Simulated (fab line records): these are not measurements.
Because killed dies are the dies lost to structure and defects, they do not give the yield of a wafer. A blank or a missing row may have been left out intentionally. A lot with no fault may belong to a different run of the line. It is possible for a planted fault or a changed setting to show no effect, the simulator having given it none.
Check for tools in common :: flow sky130 :: 39 wafers sampled across 13 lots

## THE REASON FOR OPENING IT
1 of 13 lots carry a flag on the reading VT_ADJUST_HVTP_TW at SKY_VT_ADJUST_HVTP_TW_MEAS_11. Wafers without a fault read 1356, standard deviation 15.
Rule: a lot is flagged in two cases, either no wafer of it has a number, or all its wafers with numbers fall more than 4 standard deviations from that mean. As for the other lots, they are considered sound.

lot: L657
measured: day 6 04:46
on: film metro-04
VT_ADJUST_HVTP_TW, wafer by wafer: 1364 1374 1375
flag: 

lot: L659
measured: day 6 15:02
on: film metro-04
VT_ADJUST_HVTP_TW, wafer by wafer: 1371 1361 1371
flag: 

lot: L661
measured: day 7 01:58
on: film metro-01
VT_ADJUST_HVTP_TW, wafer by wafer: 1335 1338 1329
flag: 

lot: L662
measured: day 7 09:17
on: film metro-01
VT_ADJUST_HVTP_TW, wafer by wafer: 1339 1340 1342
flag: 

lot: L663
measured: day 7 15:31
on: film metro-01
VT_ADJUST_HVTP_TW, wafer by wafer: 1332 1331 1334
flag: 

lot: L665
measured: day 8 04:25
on: film metro-01
VT_ADJUST_HVTP_TW, wafer by wafer: 1336 1336 1332
flag: 

lot: L666
measured: day 8 12:07
on: film metro-02
VT_ADJUST_HVTP_TW, wafer by wafer: 1358 1353 1354
flag: 

lot: L669
measured: day 9 05:13
on: film metro-01
VT_ADJUST_HVTP_TW, wafer by wafer: 1341 1335 1342
flag: 

lot: L670
measured: day 9 10:42
on: film metro-04
VT_ADJUST_HVTP_TW, wafer by wafer: 1374 1380 1385
flag: 

lot: L671
measured: day 9 18:47
on: film metro-04
VT_ADJUST_HVTP_TW, wafer by wafer: 1381 1378 1375
flag: 

lot: L673
measured: day 10 07:38
on: film metro-01
VT_ADJUST_HVTP_TW, wafer by wafer: 30 30 30
flag: FLAGGED

lot: L674
measured: day 10 12:45
on: film metro-04
VT_ADJUST_HVTP_TW, wafer by wafer: 1359 1356 1360
flag: 

lot: L675
measured: day 10 18:50
on: film metro-04
VT_ADJUST_HVTP_TW, wafer by wafer: 1362 1362 1363
flag: 
The mean of the flagged lots' numbers is 30, -1326 from the usual (-88 standard deviations).

## LOT BY LOT: THE TOOL USED
Before the reading, the record contains 2 process steps out of a 708-step route. Each cell gives the tool, then ch followed by the chambers the sampled wafers passed through, then the start.
lot: L657
flag: 
SKY_VT_ADJUST_HVTP_EXPOSE_04: iline stepper-02 ch 0, day 5 20:01
SKY_VT_ADJUST_HVTP_STRIP_10: plasma asher-04 ch 0,1, day 6 04:41

lot: L659
flag: 
SKY_VT_ADJUST_HVTP_EXPOSE_04: iline stepper-01 ch 0, day 6 05:04
SKY_VT_ADJUST_HVTP_STRIP_10: plasma asher-04 ch 0,1, day 6 14:56

lot: L661
flag: 
SKY_VT_ADJUST_HVTP_EXPOSE_04: iline stepper-02 ch 0, day 6 16:18
SKY_VT_ADJUST_HVTP_STRIP_10: plasma asher-04 ch 0,1, day 7 01:52

lot: L662
flag: 
SKY_VT_ADJUST_HVTP_EXPOSE_04: iline stepper-01 ch 0, day 6 23:31
SKY_VT_ADJUST_HVTP_STRIP_10: plasma asher-04 ch 0,1, day 7 09:11

lot: L663
flag: 
SKY_VT_ADJUST_HVTP_EXPOSE_04: iline stepper-02 ch 0, day 7 06:05
SKY_VT_ADJUST_HVTP_STRIP_10: plasma asher-04 ch 0,1, day 7 15:25

lot: L665
flag: 
SKY_VT_ADJUST_HVTP_EXPOSE_04: iline stepper-01 ch 0, day 7 18:15
SKY_VT_ADJUST_HVTP_STRIP_10: plasma asher-04 ch 0, day 8 04:19

lot: L666
flag: 
SKY_VT_ADJUST_HVTP_EXPOSE_04: iline stepper-01 ch 0, day 8 01:51
SKY_VT_ADJUST_HVTP_STRIP_10: plasma asher-02 ch 0,1, day 8 12:01

lot: L669
flag: 
SKY_VT_ADJUST_HVTP_EXPOSE_04: iline stepper-01 ch 0, day 8 18:34
SKY_VT_ADJUST_HVTP_STRIP_10: plasma asher-03 ch 0,1, day 9 05:07

lot: L670
flag: 
SKY_VT_ADJUST_HVTP_EXPOSE_04: iline stepper-01 ch 0, day 8 23:22
SKY_VT_ADJUST_HVTP_STRIP_10: plasma asher-03 ch 0,1, day 9 10:35

lot: L671
flag: 
SKY_VT_ADJUST_HVTP_EXPOSE_04: iline stepper-02 ch 0, day 9 07:26
SKY_VT_ADJUST_HVTP_STRIP_10: plasma asher-02 ch 0, day 9 18:41

lot: L673
flag: FLAGGED
SKY_VT_ADJUST_HVTP_EXPOSE_04: iline stepper-01 ch 0, day 9 20:16
SKY_VT_ADJUST_HVTP_STRIP_10: plasma asher-02 ch 1, day 10 07:32

lot: L674
flag: 
SKY_VT_ADJUST_HVTP_EXPOSE_04: iline stepper-02 ch 0, day 10 01:17
SKY_VT_ADJUST_HVTP_STRIP_10: plasma asher-02 ch 0,1, day 10 12:38

lot: L675
flag: 
SKY_VT_ADJUST_HVTP_EXPOSE_04: iline stepper-02 ch 0, day 10 06:41
SKY_VT_ADJUST_HVTP_STRIP_10: plasma asher-04 ch 0,1, day 10 18:45
What is done by these steps:
- SKY_VT_ADJUST_HVTP_EXPOSE_04: exposes mask HVTPM, target cd 380 nm.
- SKY_VT_ADJUST_HVTP_STRIP_10: strips in O2/N2.
- SKY_VT_ADJUST_HVTP_TW_MEAS_11

## FLAGGED OVER TOTAL, TOOL BY TOOL (the gauges that took the reading come last)
step: SKY_VT_ADJUST_HVTP_EXPOSE_04
tool: iline stepper-01
lots run: 7
flagged: 1
share of the flagged lots: all
sound lots run after its first flagged lot: 0

step: SKY_VT_ADJUST_HVTP_EXPOSE_04
tool: iline stepper-02
lots run: 6
flagged: 0
share of the flagged lots: none
sound lots run after its first flagged lot: -

step: SKY_VT_ADJUST_HVTP_STRIP_10
tool: plasma asher-02
lots run: 4
flagged: 1
share of the flagged lots: all
sound lots run after its first flagged lot: 1 (L674)

step: SKY_VT_ADJUST_HVTP_STRIP_10
tool: plasma asher-03
lots run: 2
flagged: 0
share of the flagged lots: none
sound lots run after its first flagged lot: -

step: SKY_VT_ADJUST_HVTP_STRIP_10
tool: plasma asher-04
lots run: 7
flagged: 0
share of the flagged lots: none
sound lots run after its first flagged lot: -

step: SKY_VT_ADJUST_HVTP_TW_MEAS_11
tool: film metro-01
lots run: 6
flagged: 1
share of the flagged lots: all
sound lots run after its first flagged lot: 0

step: SKY_VT_ADJUST_HVTP_TW_MEAS_11
tool: film metro-02
lots run: 1
flagged: 0
share of the flagged lots: none
sound lots run after its first flagged lot: -

step: SKY_VT_ADJUST_HVTP_TW_MEAS_11
tool: film metro-04
lots run: 6
flagged: 0
share of the flagged lots: none
sound lots run after its first flagged lot: -

## THE TABLE: WHAT IT ALLOWS
In the table, 3 rows ran each flagged lot (iline stepper-01 at SKY_VT_ADJUST_HVTP_EXPOSE_04; plasma asher-02 at SKY_VT_ADJUST_HVTP_STRIP_10; film metro-01 at SKY_VT_ADJUST_HVTP_TW_MEAS_11).
- iline stepper-01 at SKY_VT_ADJUST_HVTP_EXPOSE_04 ran 7 lots, 1 of them flagged. A fault beginning between L670 (day 8 23:22), its last sound lot, and L673 (day 9 20:16), its first flagged one, fits the data.
- plasma asher-02 at SKY_VT_ADJUST_HVTP_STRIP_10 ran 4 lots, 1 of them flagged. Sound lots ran on it after the first flagged one (L674), which a lasting fault on the whole tool wouldn't allow.
- film metro-01 at SKY_VT_ADJUST_HVTP_TW_MEAS_11 ran 6 lots, 1 of them flagged. A fault beginning between L669 (day 9 05:13), its last sound lot, and L673 (day 10 07:38), its first flagged one, fits the data.
A lot count leaves these 2 tools indistinguishable: every one of them fits a fault beginning at some hour. More lots, or a look at what each step does to the wafer, might.

## WHAT THE SIMULATOR HAD INSERTED
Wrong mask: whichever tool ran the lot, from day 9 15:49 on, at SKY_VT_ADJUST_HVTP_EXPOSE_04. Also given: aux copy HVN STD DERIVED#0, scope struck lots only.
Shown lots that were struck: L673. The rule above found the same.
